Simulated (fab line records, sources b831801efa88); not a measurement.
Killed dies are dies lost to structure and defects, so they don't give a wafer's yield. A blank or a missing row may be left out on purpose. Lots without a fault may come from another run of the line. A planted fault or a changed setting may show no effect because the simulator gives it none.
Chamber matching | flow gf180mcu | GF_V4_CMP_26 on cmp-01: 3 sister chambers
The step polishes, stops on SiO2, t overpolish 15 s, target thk 0 nm. 14 wafers are shown with their chamber, then 6 later ones without.

WAFERS WITH THEIR CHAMBER
wafer  | chamber | motor_current_A (A) | time_to_endpoint_s (s) | slurry_filter_dp_kPa (kPa)
L435.1 | 2       | 9.6                 | 87                     | 13.62
L435.3 | 1       | 10.5                | 84                     | 13.61
L435.6 | 1       | 11.4                | 88                     | 13.49
L444.1 | 0       | 11.3                | 89                     | 13.32
L444.2 | 1       | 11.2                | 81                     | 13.54
L444.6 | 1       | 11.5                | 82                     | 13.56
L449.2 | 0       | 11.1                | 88                     | 13.07
L449.3 | 2       | 9.7                 | 86                     | 13.53
L449.5 | 1       | 10.4                | 86                     | 13.68
L450.3 | 2       | 10.1                | 84                     | 13.58
L450.4 | 0       | 11.2                | 86                     | 13.57
L450.6 | 1       | 11.5                | 82                     | 13.70
L454.1 | 0       | 11.4                | 94                     | 13.46
L454.2 | 2       | 10.2                | 86                     | 13.48

SIGNATURES (means of the wafers above)
reading              | chamber 0 | chamber 1 | chamber 2 | scatter within a chamber
motor_current_A      | 11.250    | 11.083    | 9.900     | 0.379
time_to_endpoint_s   | 89.25     | 83.83     | 85.75     | 2.63
slurry_filter_dp_kPa | 13.3550   | 13.5967   | 13.5525   | 0.13
Rule: a wafer's distance from a chamber is the root of the sum, over the readings, of the square of ((its reading less the chamber's mean) divided by the reading's scatter). The wafer belongs to the nearest chamber; if the next one is less than 2 further off, it can't be placed. The scatter: the root of (the sum of the squares of (reading less its chamber's mean) over the shown wafers, divided by (wafers less chambers)).

WAFERS WITHOUT THEIR CHAMBER
wafer  | motor_current_A (A) | time_to_endpoint_s (s) | slurry_filter_dp_kPa (kPa)
L454.4 | 12.0                | 87                     | 13.49
L455.1 | 9.9                 | 81                     | 13.55
L455.3 | 10.9                | 84                     | 13.69
L455.5 | 9.4                 | 86                     | 13.38
L456.1 | 11.2                | 84                     | 13.59
L456.2 | 11.0                | 92                     | 13.37

WHICH CHAMBER EACH WENT THROUGH
wafer  | from the rows above     | in truth
L454.4 | can't be placed: 0 or 1 | 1
L455.1 | can't be placed: 2 or 1 | 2
L455.3 | 1                       | 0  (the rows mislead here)
L455.5 | 2                       | 2
L456.1 | 1                       | 1
L456.2 | 0                       | 0
Placed correctly: 3 of 6. Can't be placed from these rows: 2 (the true chamber is among the candidates in 2). Placed wrongly: 1.
